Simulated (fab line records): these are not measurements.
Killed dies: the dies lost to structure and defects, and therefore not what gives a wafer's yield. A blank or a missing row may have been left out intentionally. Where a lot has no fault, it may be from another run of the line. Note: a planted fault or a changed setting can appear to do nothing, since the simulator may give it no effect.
Chamber matching | flow sky130 | 4 sister chambers for SKY_CONTACT_ETCH_16 on rie_diel-02
The step etches BARC in N2/H2, stops on SiO2, time 45.9 s, target depth 60 nm. 16 wafers are shown with their chamber, then 8 later ones without.

== WAFERS PAIRED WITH THEIR CHAMBERS ==
wafer  | chamber | chamber_pressure_mTorr (mTorr) | oes_product_au (a.u.) | throttle_valve_pct (%)
L076.1 | 2       | 30.037                         | 0.853                 | 13.223
L076.4 | 3       | 30.013                         | 0.851                 | 13.237
L076.6 | 0       | 29.967                         | 0.848                 | 13.231
L083.1 | 0       | 29.971                         | 0.853                 | 13.218
L083.2 | 3       | 29.967                         | 0.850                 | 13.211
L083.5 | 3       | 29.979                         | 0.857                 | 13.225
L084.2 | 3       | 30.008                         | 0.853                 | 13.238
L084.5 | 2       | 29.960                         | 0.858                 | 13.221
L084.6 | 3       | 30.048                         | 0.858                 | 13.227
L085.2 | 2       | 30.041                         | 0.854                 | 13.229
L085.3 | 0       | 30.009                         | 0.852                 | 13.233
L085.4 | 1       | 30.056                         | 0.858                 | 13.229
L090.1 | 0       | 30.005                         | 0.859                 | 13.230
L090.3 | 3       | 29.964                         | 0.846                 | 13.205
L090.6 | 0       | 30.038                         | 0.854                 | 13.231
L093.1 | 2       | 30.000                         | 0.847                 | 13.213

SIGNATURES (averages over the wafers above)
reading                | chamber 0 | chamber 1 | chamber 2 | chamber 3 | scatter within a chamber
chamber_pressure_mTorr | 29.99800  | 30.05600  | 30.00950  | 29.99650  | 0.033
oes_product_au         | 0.85320   | 0.85800   | 0.85300   | 0.85250   | 0.00434
throttle_valve_pct     | 13.22860  | 13.22900  | 13.22150  | 13.22383  | 0.00992
Rule: for each reading, subtract the chamber's mean from the wafer's reading, divide by that reading's scatter and square the result; add these up over the readings and take the root, which gives the wafer's distance from the chamber. If the next closest chamber is less than 2 further off than the closest, the wafer can't be placed; otherwise it belongs to the closest. The scatter: take each reading less its chamber's mean, square it, sum over the shown wafers, divide by the number of wafers less the number of chambers, and take the root.

== WAFERS WITHOUT THEIR CHAMBER ==
wafer  | chamber_pressure_mTorr (mTorr) | oes_product_au (a.u.) | throttle_valve_pct (%)
L093.3 | 30.058                         | 0.853                 | 13.232
L093.4 | 30.008                         | 0.859                 | 13.228
L092.1 | 29.970                         | 0.849                 | 13.231
L092.4 | 30.008                         | 0.855                 | 13.211
L092.5 | 30.024                         | 0.854                 | 13.224
L096.2 | 29.995                         | 0.859                 | 13.218
L096.3 | 29.991                         | 0.853                 | 13.244
L096.5 | 29.989                         | 0.855                 | 13.223

== EACH ONE'S CHAMBER ==
wafer  | from the rows above               | in truth
L093.3 | can't be placed: 1 or 2 or 0 or 3 | 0
L093.4 | can't be placed: 0 or 1 or 2 or 3 | 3
L092.1 | can't be placed: 0 or 3 or 2      | 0
L092.4 | can't be placed: 2 or 3 or 0 or 1 | 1
L092.5 | can't be placed: 2 or 3 or 0 or 1 | 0
L096.2 | can't be placed: 2 or 3 or 0 or 1 | 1
L096.3 | can't be placed: 0 or 3 or 2 or 1 | 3
L096.5 | can't be placed: 3 or 0 or 2 or 1 | 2
Placed correctly: 0 of 8. Unplaceable from these rows: 8, with the true chamber sitting among the candidates in 8. 0 placed wrongly.
